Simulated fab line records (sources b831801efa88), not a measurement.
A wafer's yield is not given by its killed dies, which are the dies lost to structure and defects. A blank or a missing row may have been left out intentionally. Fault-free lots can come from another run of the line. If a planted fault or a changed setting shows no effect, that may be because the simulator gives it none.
Problem report, 8D (eight disciplines) form, completed by code -- flow gf180mcu -- the parts of the form that need people (team, actions taken, sign-off) are left out

## 1. WHAT IS WRONG
At GF_VT_IMPLANT_SOFTBAKE_25, heaterPowerTotalW averages 61.95 W over 4 wafers from 3 lots, while fault-free wafers read 56.60 W, standard deviation 0.041. So: +99 or more standard deviations from the usual mean.
The step: time 60 s.
Earliest sighting: wafer L217.4 on lithoTrack-03 at day 11 16:34. The record holds 20 wafers of 7 lots with a number at this step. The rule behind "out" and "out of limits": a value lying over 4 standard deviations away from the usual mean. All remaining wafers that have a number are taken as sound.

## 2. WHAT IT IS; WHAT IT IS NOT
question,is,is not
which readings at this step,"heaterPowerTotalW, runLengthS",-
which lots,"L217, L218, L219","L201, L205, L207, L221"
which wafers of those lots,"L217.4, L218.1, L218.4, L219.1","L217.3, L217.5, L219.2, L219.5"
read on which tools,lithoTrack-03,lithoTrack-04
when,from day 11 16:34,"up to then (11 sound wafers); but 5 sound wafers of L219, L221 came after"

## 3. SUSPECTS, AND WHAT RULES EACH OUT
Counting: if a tool at a process step up to the reading ran every lot that is out, it stays a suspect. Sound lots after the first of them don't rule it out here, since some wafers of a struck lot are sound.
- lithoTrack-03 at GF_VT_IMPLANT_SOFTBAKE_25 (time 60 s): kept. Ran every lot that is out, first one L217 (day 11 16:34); last sound lot up to then L201 (day 7 01:56). Its own heaterPowerTotalW, runLengthS readings are out on those wafers.
Left after counting: lithoTrack-03 at GF_VT_IMPLANT_SOFTBAKE_25.

## 4. THE CAUSE (what the simulator had put in)
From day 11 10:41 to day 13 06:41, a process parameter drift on lithoTrack-03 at GF_VT_IMPLANT_SOFTBAKE_25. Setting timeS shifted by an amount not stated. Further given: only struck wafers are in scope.
Counting left only this tool.

## 5. SEQUENCE OF EFFECTS, ordered by route
Rows list readings where the struck wafers' mean (over those with a number) sits beyond 3 standard deviations from the usual. Only readings for which the record gives a usual standard deviation are gone through. hours: the time from each lot's start at the first step in this table that gives one to its start at this step, as a median over the lots. sigmas: the change in usual standard deviations.
hours,step,reading,usual,on struck wafers,change,sigmas
0,GF_VT_IMPLANT_SOFTBAKE_25,heaterPowerTotalW,56.60 W,61.95,+5.35,+99 or more
0,GF_VT_IMPLANT_SOFTBAKE_25,runLengthS,89.07 s,75.00,-14.07,-94
Its process steps:
- GF_VT_IMPLANT_SOFTBAKE_25: time 60 s.
At these later measuring or inspecting steps, every struck wafer for which the step has a row has a number for every such reading, and none has moved that far: GF_VT_IMPLANT_OVL_MEAS_29.

## 6. WHAT WOULD HAVE CAUGHT IT SOONER
6 hours passed between the start of the fault at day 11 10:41 and the first reading out of limits in this record, taken at day 11 16:34.
